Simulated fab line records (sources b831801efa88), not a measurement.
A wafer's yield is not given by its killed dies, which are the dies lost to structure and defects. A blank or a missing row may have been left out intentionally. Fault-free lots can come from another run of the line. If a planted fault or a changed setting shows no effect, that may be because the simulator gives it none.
Commonality check across tools	flow gf180mcu	12 lots and 36 wafers in the sample

== WHY IT WAS OPENED ==
At GF_POLY_GATE_THK_MEAS_01 the reading POLY_GATE_CVD_00_THK is flagged on 2 of 12 lots. No-fault wafers: 213.6 nm, standard deviation 1.6.
Rule: a lot is flagged when every wafer of it that has a number lies more than 4 standard deviations from that mean, or none has a number. The rest of the lots are taken to be sound.

lot	measured	on	POLY_GATE_CVD_00_THK (nm), wafer by wafer	flag
L104	day 8 09:28	filmMetro-01	215.9 216.8 214.9	
L105	day 8 15:57	filmMetro-02	213.0 212.4 212.7	
L106	day 9 00:41	filmMetro-02	212.7 214.0 212.7	
L107	day 9 07:24	filmMetro-01	212.7 211.3 212.0	
L108	day 9 13:41	filmMetro-01	215.1 214.2 214.7	
L114	day 11 19:40	filmMetro-02	234.3 234.8 232.6	FLAGGED
L116	day 12 00:50	filmMetro-03	234.2 236.2 235.3	FLAGGED
L119	day 13 02:23	filmMetro-03	215.8 215.1 215.6	
L121	day 13 14:25	filmMetro-02	213.4 214.3 215.3	
L122	day 13 20:23	filmMetro-03	214.5 213.3 214.0	
L124	day 14 04:32	filmMetro-03	214.5 214.4 214.1	
L127	day 15 03:21	filmMetro-01	213.7 214.7 215.9	
The mean of the flagged lots' numbers is 234.6 nm, +21.0 nm from the usual (+13 standard deviations).

== WHICH TOOL RAN EACH LOT ==
The record holds 2 process steps before the reading, out of a route of 602 steps. Read each cell as the tool, then ch plus the chambers that the sampled wafers visited, then the start.
lot	flag	GF_VT_IMPLANT_STRIP_20	GF_POLY_GATE_CVD_00
L104		plasmaAsher-02 ch 0,1, day 6 03:57	lpcvd-01 ch 0, day 8 07:28
L105		plasmaAsher-01 ch 0,1, day 6 10:54	lpcvd-02 ch 1, day 8 14:35
L106		plasmaAsher-02 ch 0,1, day 6 17:21	lpcvd-01 ch 0, day 8 23:21
L107		plasmaAsher-01 ch 0,1, day 7 01:19	lpcvd-01 ch 0, day 9 06:04
L108		plasmaAsher-02 ch 0,1, day 7 06:34	lpcvd-01 ch 1, day 9 12:21
L114	FLAGGED	plasmaAsher-02 ch 0,1, day 9 06:55	lpcvd-02 ch 1, day 11 18:19
L116	FLAGGED	plasmaAsher-03 ch 0,1, day 9 13:14	lpcvd-02 ch 0, day 11 23:29
L119		plasmaAsher-02 ch 0,1, day 10 10:00	lpcvd-01 ch 0, day 13 01:02
L121		plasmaAsher-02 ch 0,1, day 10 22:18	lpcvd-01 ch 0, day 13 13:04
L122		plasmaAsher-02 ch 0,1, day 11 04:47	lpcvd-01 ch 0, day 13 19:04
L124		plasmaAsher-01 ch 0,1, day 11 10:34	lpcvd-01 ch 0, day 14 03:13
L127		plasmaAsher-02 ch 0,1, day 12 06:26	lpcvd-02 ch 1, day 15 02:01
These steps, and what they do:
- GF_VT_IMPLANT_STRIP_20: strips in O2/N2.
- GF_POLY_GATE_CVD_00: deposits poly-Si, target thk 200 nm, time 1200 s.
- GF_POLY_GATE_THK_MEAS_01

== FLAGGED OVER TOTAL, TOOL BY TOOL (the gauges that took the reading come last) ==
step	tool	lots run	flagged	share of the flagged lots	sound lots run after its first flagged lot
GF_VT_IMPLANT_STRIP_20	plasmaAsher-01	3	0	none	-
GF_VT_IMPLANT_STRIP_20	plasmaAsher-02	8	1	some	4 (L119,L121,L122,L127)
GF_VT_IMPLANT_STRIP_20	plasmaAsher-03	1	1	some	0
GF_POLY_GATE_CVD_00	lpcvd-01	8	0	none	-
GF_POLY_GATE_CVD_00	lpcvd-02	4	2	all	1 (L127)
GF_POLY_GATE_THK_MEAS_01	filmMetro-01	4	0	none	-
GF_POLY_GATE_THK_MEAS_01	filmMetro-02	4	1	some	1 (L121)
GF_POLY_GATE_THK_MEAS_01	filmMetro-03	4	1	some	3 (L119,L122,L124)

== WHAT IS ALLOWED BY THE TABLE ==
Rows of the table that ran each flagged lot: 1, that is lpcvd-02 at GF_POLY_GATE_CVD_00.
- lpcvd-02 at GF_POLY_GATE_CVD_00: 2 of its 4 lots flagged. After the first flagged lot (L127), sound lots still ran on it; a lasting fault on the whole tool would not permit that. Its own readings (pressureMtorr) fall more than 4 standard deviations out on all wafers of the flagged lots.
None of the table's rows ran every flagged lot and, after the first, no sound lot.

== WHAT THE SIMULATOR HAD PUT IN ==
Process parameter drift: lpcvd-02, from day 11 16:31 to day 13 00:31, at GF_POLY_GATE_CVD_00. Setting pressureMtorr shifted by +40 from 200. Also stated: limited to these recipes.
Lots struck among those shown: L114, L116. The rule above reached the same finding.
